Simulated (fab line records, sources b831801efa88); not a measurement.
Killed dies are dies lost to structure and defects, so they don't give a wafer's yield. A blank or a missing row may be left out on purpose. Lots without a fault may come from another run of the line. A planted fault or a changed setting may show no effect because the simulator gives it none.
Which tool did it? | flow sky130 | 6 lots, 18 wafers sampled, at 3 steps of a route of 708

WHAT THE GAUGES READ, wafer by wafer
SKY_GATE_OXIDE_THK_MEAS_02.
lot  | measured     | on            | GATE_OXIDE_OXIDATION_00_THK (nm)
L205 | day 13 01:19 | film_metro-01 | 10.31 10.25 10.30
L208 | day 14 04:07 | film_metro-03 | 9.87 9.94 10.05
L211 | day 15 09:19 | film_metro-04 | 10.12 10.23 10.14
L215 | day 16 09:47 | film_metro-03 | 10.11 10.13 10.29
L217 | day 17 14:34 | film_metro-04 | 9.92 9.82 9.92
L224 | day 21 09:36 | film_metro-01 | 17.23 17.06 16.60

WHICH TOOL RAN EACH LOT (tool, then ch and the chambers of the sampled wafers, then the start)
lot  | SKY_VT_ADJUST_HVTR_STRIP_10          | SKY_GATE_OXIDE_OXIDATION_01
L205 | plasma_asher-03 ch 0,1, day 9 19:36  | furnace-01 ch 0, day 12 23:54
L208 | plasma_asher-02 ch 0,1, day 10 20:34 | furnace-01 ch 0, day 14 02:43
L211 | plasma_asher-01 ch 0,1, day 11 20:55 | furnace-01 ch 0, day 15 07:55
L215 | plasma_asher-01 ch 0,1, day 12 17:41 | furnace-02 ch 0, day 16 08:22
L217 | plasma_asher-02 ch 0,1, day 13 19:38 | furnace-01 ch 0, day 17 13:08
L224 | plasma_asher-02 ch 0,1, day 17 04:22 | furnace-01 ch 0, day 21 06:37
- SKY_VT_ADJUST_HVTR_STRIP_10: strips in O2/N2.
- SKY_GATE_OXIDE_OXIDATION_01: stabilise 600 s, purge 300 s, target thk 10.268 nm.

THE ANSWER, worked out from the rows above alone
Rule: what is usual is taken from the lots themselves. Put in order of their means at a reading, lots are off if they are a third of the lots or fewer, leave a main group of 4 or more, and stand apart from it by a gap of 3 or more times the standard deviation of the main group's means; of several such gaps the widest counts. A main group whose means are all the same, to the digits that the tables above print for the reading, isn't used. A lot without any number at a reading at which 4 lots or more have one is off too. The other lots that the step has rows for count as sound.
Off: L224, at SKY_GATE_OXIDE_THK_MEAS_02 (GATE_OXIDE_OXIDATION_00_THK). The main group: mean 10.09 nm, standard deviation 0.15.
A tool fits if, at a process step before that reading, it ran every lot that is off, and no sound lot after the first of them. The gauges at SKY_GATE_OXIDE_THK_MEAS_02 are tried like those tools. Can't be told from this: 3 tools fit, plasma_asher-02 at SKY_VT_ADJUST_HVTR_STRIP_10, furnace-01 at SKY_GATE_OXIDE_OXIDATION_01, film_metro-01 at SKY_GATE_OXIDE_THK_MEAS_02.

WHAT THE SIMULATOR HAD PUT IN
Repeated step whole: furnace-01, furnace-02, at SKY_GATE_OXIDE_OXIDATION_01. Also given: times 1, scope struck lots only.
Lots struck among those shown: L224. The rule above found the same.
